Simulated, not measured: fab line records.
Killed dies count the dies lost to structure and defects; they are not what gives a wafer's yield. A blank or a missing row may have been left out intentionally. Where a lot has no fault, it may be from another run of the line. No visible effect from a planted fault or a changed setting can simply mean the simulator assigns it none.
The tool behind it: which one? | flow sky130 | 18 wafers from 6 lots sampled at 2 of the route's 708 steps

WHAT EACH GAUGE READ, for each wafer
SKY_NWELL_RS_MEAS_29: measurement is done with a four-point probe.
lot  | measured     | on            | NWELL_RS (ohm/sq)
L750 | day 5 21:55  | film_metro-02 | 624.8 625.8 624.8
L753 | day 6 12:40  | film_metro-04 | 625.5 624.7 624.8
L757 | day 7 12:22  | film_metro-02 | 623.0 621.1 622.9
L763 | day 9 07:01  | film_metro-02 | 640.9 640.0 641.9
L767 | day 10 05:58 | film_metro-04 | 625.6 625.3 625.6
L771 | day 11 02:23 | film_metro-04 | 625.2 623.7 625.2

WHICH TOOL RAN EACH LOT (tool, then ch and the chambers of the sampled wafers, then the start)
lot  | SKY_NWELL_IMPLANT_11
L750 | implanter-04 ch 0, day 5 03:57
L753 | implanter-02 ch 0, day 5 17:35
L757 | implanter-02 ch 0, day 6 16:32
L763 | implanter-04 ch 0, day 8 09:24
L767 | implanter-02 ch 0, day 9 07:07
L771 | implanter-02 ch 0, day 10 02:38
- SKY_NWELL_IMPLANT_11

THE ANSWER, worked out from the rows above alone
Rule: what is usual is taken from the lots themselves. Put in order of their means at a reading, lots are off if they are a third of the lots or fewer, leave a main group of 4 or more, and stand apart from it by a gap of 3 or more times the standard deviation of the main group's means; of several such gaps the widest counts. A main group is skipped when, at the precision printed for the reading in the tables above, its means are all equal. Also off: a lot with no number at a reading for which 4 or more lots have one. Any other lot the step has rows for is counted as sound.
Off: at SKY_NWELL_RS_MEAS_29 (NWELL_RS), L763. Mean 624.5 ohm/sq and standard deviation 1.1 in the main group.
A tool fits if, at a process step before that reading, it ran every lot that is off, and no sound lot after the first of them. Gauges at SKY_NWELL_RS_MEAS_29: tried the same way as those tools. 2 tools fit, implanter-04 at SKY_NWELL_IMPLANT_11 and film_metro-02 at SKY_NWELL_RS_MEAS_29, so this cannot tell which one it is.

WHAT HAD BEEN PUT IN BY THE SIMULATOR
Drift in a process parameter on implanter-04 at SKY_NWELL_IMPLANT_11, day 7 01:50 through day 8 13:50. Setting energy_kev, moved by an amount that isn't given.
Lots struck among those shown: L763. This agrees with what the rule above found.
